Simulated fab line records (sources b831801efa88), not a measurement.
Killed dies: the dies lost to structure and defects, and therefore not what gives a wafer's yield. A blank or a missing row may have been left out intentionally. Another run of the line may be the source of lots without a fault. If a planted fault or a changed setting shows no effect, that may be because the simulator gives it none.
fab line records | flow gf180mcu | part 2 of 2: steps 32 to 44 of 44
record lots=5 | wafers=15 | last-day=34
route steps=602 shown DUAL_GATE@155 POLY_GATE@157 HV_LDD@176
lots untouched by any fault: they come from a run of this same line in which no faults occurred
start-h: hours from the record's opening day to when the first of the lot's shown wafers began | wait-h: hours elapsed since this lot's preceding step | " as in the row above | L1.1+2: several wafers, shown together as one row | - either no value or no given start | * or withheld: withheld | < > ~ a bound
route shown NAME@n: a module of which the file shows steps, and the number in the route of the first | usual: mean/standard deviation taken from wafers without a fault | same: alike in all rows | chamber/n: place in a boat | sites: the reading at each site | _std_site: how widely they spread, as a standard deviation | _edge_site: the outer-site mean with the inner-site mean subtracted | radius-mm: for every site, how far away it sits from the centre of the wafer | mask NAME#n: copy n | behind: the tool/chamber that last shaped the wafer | hold: what put the lot on hold/how long, in hours/how the hold closed | device: names the non-switching transistor (n, p or np) | end of line: the route-end tests of the same wafers | for a step that has no rows: nothing shown but its recipe | killed: not the wafer's yield, but the dies lost to structure and defects at the first sort | map: a wafer's dies, x killed, . not, _ none there
set.NAME: the setting as run; set.NAME@STEP: as run at that earlier step | model.NAME: the simulator's own value behind a step, which no gauge read
certain route steps with their lots: each step a table, each wafer a row
services: the hour from which a tool's chamber was out of use, counted from the record's first day as start-h (under 0 if before that day), plus the number of hours and why
## steps
# step GF_HV_LDD_STRIP_10
# recipe chemistry=O2/N2 | power-w=1400 | pressure-mtorr=1500 | platen-temp-c=250 | o2-flow-sccm=3000 | n2-flow-sccm=300 | overash-fraction=0.5
# usual drypump-motor-current-A=5.5/0.33 | heater-power-w=326/14 | oes-product-au=0.716/0.0044 | strip-time-to-endpoint-s=12.63/0.036
lot.wafer | tool            | chamber | start-h | wait-h | drypump-motor-current-A | heater-power-w | oes-product-au | rf-hours-counter-h | strip-time-to-endpoint-s
L074.1    | plasma-asher-03 | 1       | 216.24  | 0.1    | 6.0                     | 305            | 0.723          | 55                 | 12.64
L074.2    | "               | 0       | "       | "      | 5.2                     | 322            | 0.716          | 55                 | 12.65
L074.4    | "               | 0       | "       | "      | 5.2                     | 327            | 0.716          | -                  | 12.65
L081.1    | plasma-asher-04 | 0       | 270.39  | 0.1    | 5.7                     | 335            | 0.719          | 16                 | 12.65
L081.2    | "               | 1       | "       | "      | 5.4                     | 356            | 0.707          | 16                 | 12.63
L081.4    | "               | 0       | "       | "      | 5.7                     | 333            | 0.713          | -                  | 12.64
L083.2    | plasma-asher-01 | 1       | 280.80  | 0.1    | 5.1                     | 341            | 0.721          | 50                 | 12.64
L083.4    | "               | 0       | "       | "      | 5.7                     | 315            | 0.720          | -                  | 12.63
L083.5    | "               | 1       | "       | "      | 5.1                     | 341            | 0.705          | -                  | 12.63
L088.1    | plasma-asher-01 | 0       | 323.65  | 0.1    | 5.7                     | 315            | 0.713          | 55                 | 12.57
L088.3    | "               | 1       | "       | "      | 5.1                     | 338            | 0.716          | -                  | 12.55
L088.6    | "               | 1       | "       | "      | 5.1                     | 342            | 0.712          | -                  | 12.61
L094.1    | plasma-asher-03 | 1       | 364.75  | 0.1    | 6.0                     | 307            | 0.716          | 70                 | 12.63
L094.5    | "               | 1       | "       | "      | 6.0                     | 310            | 0.716          | -                  | 12.65
L094.6    | "               | 0       | "       | "      | 5.2                     | 327            | 0.712          | -                  | 12.62
# step GF_HV_LDD_TW_MEAS_11
# usual HV_LDD_TW=2398/14
lot.wafer | tool          | chamber | start-h | wait-h | HV_LDD_TW
L074.1    | film-metro-01 | -       | 216.34  | 0.1    | 2379
L074.2    | "             | -       | "       | "      | 2382
L074.4    | "             | -       | "       | "      | 2378
L081.1    | film-metro-04 | -       | 270.49  | 0.1    | 2409
L081.2    | "             | -       | "       | "      | 2399
L081.4    | "             | -       | "       | "      | 2398
L083.2    | film-metro-01 | -       | 280.91  | 0.1    | 2383
L083.4    | "             | -       | "       | "      | 2381
L083.5    | "             | -       | "       | "      | 2393
L088.1    | film-metro-02 | -       | 323.75  | 0.1    | 2395
L088.3    | "             | -       | "       | "      | 2406
L088.6    | "             | -       | "       | "      | 2400
L094.1    | film-metro-01 | -       | 364.85  | 0.1    | 2378
L094.5    | "             | -       | "       | "      | 2376
L094.6    | "             | -       | "       | "      | 2384
# step GF_HV_LDD_DEHYDRATE_12
# recipe temp-c=200 | time-s=60
lot.wafer  | tool           | chamber | start-h | wait-h
L074.1+2+4 | litho-track-03 | 0       | 225.21  | 8.9
L081.1+2+4 | litho-track-04 | 0       | 279.29  | 8.8
L083.2+4+5 | litho-track-03 | 0       | 289.63  | 8.7
L088.1+3+6 | litho-track-04 | 0       | 333.38  | 9.6
L094.1+5+6 | litho-track-02 | 0       | 375.44  | 10.6
# step GF_HV_LDD_HMDS_13
# recipe prime-time-s=60 | prime-temp-c=120
lot.wafer  | tool           | chamber | start-h | wait-h
L074.1+2+4 | litho-track-03 | 0       | 225.36  | 0.1
L081.1+2+4 | litho-track-04 | 0       | 279.44  | 0.1
L083.2+4+5 | litho-track-03 | 0       | 289.78  | 0.1
L088.1+3+6 | litho-track-04 | 0       | 333.53  | 0.1
L094.1+5+6 | litho-track-02 | 0       | 375.59  | 0.1
# step GF_HV_LDD_COAT_14
# recipe resist=NOVOLAK | spin-rpm=3000 | resist-thk-nm=1000
lot.wafer  | tool           | chamber | start-h | wait-h
L074.1+2+4 | litho-track-03 | 0       | 225.51  | 0.1
L081.1+2+4 | litho-track-04 | 0       | 279.59  | 0.1
L083.2+4+5 | litho-track-03 | 0       | 289.93  | 0.1
L088.1+3+6 | litho-track-04 | 0       | 333.68  | 0.1
L094.1+5+6 | litho-track-02 | 0       | 375.74  | 0.1
# step GF_HV_LDD_SOFTBAKE_15
# recipe temp-c=90 | time-s=60 | resist=NOVOLAK
lot.wafer  | tool           | chamber | start-h | wait-h
L074.1+2+4 | litho-track-03 | 0       | 225.66  | 0.1
L081.1+2+4 | litho-track-04 | 0       | 279.74  | 0.1
L083.2+4+5 | litho-track-03 | 0       | 290.08  | 0.1
L088.1+3+6 | litho-track-04 | 0       | 333.83  | 0.1
L094.1+5+6 | litho-track-02 | 0       | 375.89  | 0.1
# step GF_HV_LDD_EXPOSE_16
# recipe mask-id=Pplus_LV_AREA | target-cd-nm=400 | na=0.6 | source-shape=conventional | sigma-outer=0.6 | dose-mj=140
lot.wafer  | tool             | chamber | start-h | wait-h | mask
L074.1+2+4 | iline-stepper-01 | 0       | -       | -      | Pplus_LV_AREA#0
L081.1+2+4 | iline-stepper-01 | 0       | -       | -      | Pplus_LV_AREA#0
L083.2+4+5 | iline-stepper-02 | 0       | -       | -      | Pplus_LV_AREA#0
L088.1+3+6 | iline-stepper-01 | 0       | -       | -      | Pplus_LV_AREA#0
L094.1+5+6 | iline-stepper-02 | 0       | -       | -      | Pplus_LV_AREA#0
# step GF_HV_LDD_PEB_17
# recipe temp-c=withheld | time-s=* | resist=NOVOLAK
lot.wafer  | tool           | chamber | start-h | wait-h
L074.1+2+4 | litho-track-04 | 0       | -       | -
L081.1+2+4 | litho-track-02 | 0       | -       | -
L083.2+4+5 | litho-track-02 | 0       | -       | -
L088.1+3+6 | litho-track-04 | 0       | -       | -
L094.1+5+6 | litho-track-02 | 0       | -       | -
# step GF_HV_LDD_DEVELOP_18
# recipe develop-time-s=60 | dev-temp-c=23
lot.wafer  | tool           | chamber | start-h | wait-h
L074.1+2+4 | litho-track-04 | 0       | 234.49  | 0.1
L081.1+2+4 | litho-track-02 | 0       | 289.14  | 0.1
L083.2+4+5 | litho-track-02 | 0       | 300.27  | 0.1
L088.1+3+6 | litho-track-04 | 0       | 344.43  | 0.1
L094.1+5+6 | litho-track-02 | 0       | 387.34  | 0.1
# step GF_HV_LDD_CD_MEAS_19
# recipe target-cd-nm=400
# usual cd-nm=399.2/2.3
lot.wafer | tool      | chamber | start-h | wait-h | cd-nm
L074.1    | cd-sem-02 | -       | 234.64  | 0.1    | 401.2
L074.2    | "         | -       | "       | "      | 401.8
L074.4    | "         | -       | "       | "      | 401.7
L081.1    | cd-sem-01 | -       | 289.29  | 0.1    | 395.6
L081.2    | "         | -       | "       | "      | 400.2
L081.4    | "         | -       | "       | "      | 395.9
L083.2    | cd-sem-02 | -       | 300.41  | 0.1    | 400.5
L083.4    | "         | -       | "       | "      | 401.8
L083.5    | "         | -       | "       | "      | 397.3
L088.1    | cd-sem-01 | -       | 344.58  | 0.1    | 402.4
L088.3    | "         | -       | "       | "      | 401.9
L088.6    | "         | -       | "       | "      | 400.9
L094.1    | cd-sem-02 | -       | 387.49  | 0.1    | 402.0
L094.5    | "         | -       | "       | "      | 401.6
L094.6    | "         | -       | "       | "      | 400.6
# step GF_HV_LDD_OVL_MEAS_20
# usual HV_LDD_01_OVL=-0.9/1.6
lot.wafer | tool       | chamber | start-h | wait-h | HV_LDD_01_OVL[nm]
L074.1    | overlay-01 | -       | 234.76  | 0.1    | 0.5
L074.2    | "          | -       | "       | "      | -1.6
L074.4    | "          | -       | "       | "      | -2.1
L081.1    | overlay-01 | -       | 289.41  | 0.1    | 2.6
L081.2    | "          | -       | "       | "      | 2.1
L081.4    | "          | -       | "       | "      | 1.7
L083.2    | overlay-02 | -       | 300.52  | 0.1    | -2.6
L083.4    | "          | -       | "       | "      | -1.5
L083.5    | "          | -       | "       | "      | -1.6
L088.1    | overlay-01 | -       | 344.70  | 0.1    | -2.2
L088.3    | "          | -       | "       | "      | 0.4
L088.6    | "          | -       | "       | "      | -1.5
L094.1    | overlay-01 | -       | 387.63  | 0.1    | -3.0
L094.5    | "          | -       | "       | "      | 0.1
L094.6    | "          | -       | "       | "      | -0.4
# step GF_HV_LDD_IMPLANT_21
# recipe species=BF2 | energy-kev=25 | dose-cm2=5e+13 | tilt-deg=7
# usual dose-ions-cm2=4.999e+13/5.3e+10 | end-station-pressure-torr=5.22e-06/2.8e-07
lot.wafer | tool         | chamber | start-h | wait-h | dose-ions-cm2 | end-station-pressure-torr
L074.1    | implanter-04 | 0       | 234.79  | 0.0    | 5.003e+13     | 4.61e-06
L074.2    | "            | 0       | "       | "      | 5.008e+13     | 5.01e-06
L074.4    | "            | 0       | "       | "      | 4.997e+13     | 5.56e-06
L081.1    | implanter-03 | 0       | 289.45  | 0.0    | 5.01e+13      | 5.12e-06
L081.2    | "            | 0       | "       | "      | 5.003e+13     | 4.78e-06
L081.4    | "            | 0       | "       | "      | 5.002e+13     | 5.33e-06
L083.2    | implanter-02 | 0       | 300.58  | 0.0    | 5.004e+13     | 5.19e-06
L083.4    | "            | 0       | "       | "      | 5.004e+13     | 5.25e-06
L083.5    | "            | 0       | "       | "      | 4.997e+13     | 5.2e-06
L088.1    | implanter-04 | 0       | 344.74  | 0.0    | 5e+13         | 4.86e-06
L088.3    | "            | 0       | "       | "      | 4.989e+13     | 4.98e-06
L088.6    | "            | 0       | "       | "      | 5e+13         | 5.41e-06
L094.1    | implanter-03 | 0       | 387.66  | 0.0    | 5.001e+13     | 4.96e-06
L094.5    | "            | 0       | "       | "      | 5.008e+13     | 5.36e-06
L094.6    | "            | 0       | "       | "      | 4.989e+13     | 4.99e-06
# step GF_HV_LDD_STRIP_22
# recipe chemistry=O2/N2 | power-w=1400 | pressure-mtorr=1500 | platen-temp-c=250 | o2-flow-sccm=3000 | n2-flow-sccm=300 | overash-fraction=0.5
# usual drypump-motor-current-A=5.5/0.32 | heater-power-w=327/14 | oes-product-au=0.716/0.0045 | strip-time-to-endpoint-s=12.63/0.033
lot.wafer | tool            | chamber | start-h | wait-h | drypump-motor-current-A | heater-power-w | oes-product-au | rf-hours-counter-h | strip-time-to-endpoint-s
L074.1    | plasma-asher-01 | 0       | 234.94  | 0.1    | 5.7                     | 313            | 0.718          | 45                 | 12.65
L074.2    | "               | 1       | "       | "      | 5.1                     | 340            | 0.715          | 45                 | 12.66
L074.4    | "               | 0       | "       | "      | 5.7                     | 324            | 0.713          | -                  | 12.65
L081.1    | plasma-asher-01 | 0       | 289.60  | 0.1    | 5.7                     | 317            | 0.717          | 51                 | 12.61
L081.2    | "               | 1       | "       | "      | 5.1                     | 336            | 0.718          | 51                 | 12.55
L081.4    | "               | 0       | "       | "      | 5.7                     | 317            | 0.725          | -                  | 12.58
L083.2    | plasma-asher-01 | 0       | 300.70  | 0.1    | 5.7                     | 310            | 0.719          | 52                 | 12.63
L083.4    | "               | 0       | "       | "      | 5.7                     | 315            | 0.724          | -                  | 12.61
L083.5    | "               | 1       | "       | "      | 5.1                     | 342            | 0.722          | -                  | 12.67
L088.1    | plasma-asher-03 | 0       | 344.89  | 0.1    | 5.2                     | 322            | 0.716          | 68                 | 12.59
L088.3    | "               | 0       | "       | "      | 5.2                     | 322            | 0.713          | -                  | 12.57
L088.6    | "               | 1       | "       | "      | 6.0                     | 317            | 0.717          | -                  | 12.58
L094.1    | plasma-asher-01 | 1       | 387.81  | 0.1    | 5.1                     | 328            | 0.717          | 62                 | 12.62
L094.5    | "               | 1       | "       | "      | 5.1                     | 348            | 0.715          | -                  | 12.66
L094.6    | "               | 0       | "       | "      | 5.7                     | 317            | 0.709          | -                  | 12.63
## services
tool             | chamber | start-h | hours | kind
furnace-01       | -       | 163.93  | 2.3   | pm
furnace-02       | -       | 178.07  | 4.8   | pm
krf-scanner-02   | -       | 178.17  | 0.9   | repair
furnace-02       | -       | 182.83  | 4.6   | pm
krf-scanner-02   | -       | 198.13  | 1.0   | pm
krf-scanner-02   | -       | 210.12  | 0.8   | pm
plasma-asher-01  | -       | 249.87  | 0.9   | repair
krf-scanner-02   | -       | 279.21  | 1.3   | pm
iline-stepper-02 | -       | 281.57  | 1.7   | pm
iline-stepper-01 | -       | 289.19  | 4.4   | pm
implanter-03     | -       | 289.66  | 3.0   | repair
krf-scanner-02   | -       | 293.64  | 10.1  | repair
krf-scanner-02   | -       | 303.75  | 3.6   | pm
iline-stepper-01 | -       | 327.82  | 0.7   | repair
iline-stepper-01 | -       | 341.21  | 7.6   | repair
iline-stepper-01 | -       | 341.99  | 14.9  | repair
furnace-02       | -       | 344.92  | 13.1  | repair
iline-stepper-02 | -       | 356.96  | 2.1   | pm
furnace-02       | -       | 358.04  | 3.1   | pm
iline-stepper-02 | -       | 359.04  | 8.9   | pm
krf-scanner-02   | -       | 367.13  | 1.0   | pm
iline-stepper-01 | -       | 367.93  | 2.1   | pm
iline-stepper-01 | -       | 370.02  | 1.7   | pm
krf-scanner-02   | -       | 378.92  | 0.8   | pm
